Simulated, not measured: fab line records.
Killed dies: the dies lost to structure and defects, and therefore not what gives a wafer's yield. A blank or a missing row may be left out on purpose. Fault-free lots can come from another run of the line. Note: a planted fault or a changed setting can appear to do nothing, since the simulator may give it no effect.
Matching of chambers + flow sky130 + SKY_CONTACT_CVD_00 on pecvd-03 has 3 sister chambers
The step deposits Si3N4, target thk 75 nm. 6 wafers are shown with their chamber, then 7 later ones without.

## EACH WAFER AND ITS CHAMBER
| wafer  | chamber | heater power w (W) |
|--------|---------|--------------------|
| L436.5 | 2       | 632                |
| L440.4 | 2       | 733                |
| L440.5 | 0       | 769                |
| L440.6 | 1       | 770                |
| L443.1 | 1       | 696                |
| L443.2 | 0       | 773                |

## WAFERS WHOSE CHAMBER IS MISSING
| wafer  | heater power w (W) |
|--------|--------------------|
| L443.5 | 733                |
| L447.1 | 778                |
| L447.5 | 710                |
| L447.6 | 785                |
| L452.1 | 747                |
| L452.3 | 652                |
| L452.6 | 674                |

## WHICH CHAMBER EACH WENT THROUGH
| wafer  | from the rows above          | in truth |
|--------|------------------------------|----------|
| L443.5 | can't be placed: 1 or 0 or 2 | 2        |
| L447.1 | can't be placed: 0 or 1 or 2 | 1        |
| L447.5 | can't be placed: 1 or 2 or 0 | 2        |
| L447.6 | can't be placed: 0 or 1 or 2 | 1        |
| L452.1 | can't be placed: 1 or 0 or 2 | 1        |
| L452.3 | can't be placed: 2 or 1 or 0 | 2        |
| L452.6 | can't be placed: 2 or 1 or 0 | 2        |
0 of 7 placed correctly. From these rows, 7 cannot be placed; in 7 the true chamber is one of the candidates. 0 placed wrongly.
How it was worked out, from the rows above alone: a wafer's distance from a chamber is the root of the sum, over the readings, of the square of ((its reading less the chamber's mean) divided by the reading's scatter). If the next closest chamber is less than 2 further off than the closest, the wafer can't be placed; otherwise it belongs to the closest. For every chamber, the mean is computed from those of its wafers that are shown. How the scatter is found: for the shown wafers, subtract from each reading the mean of its chamber, square and add these, divide the total by (wafers less chambers), then take the root.
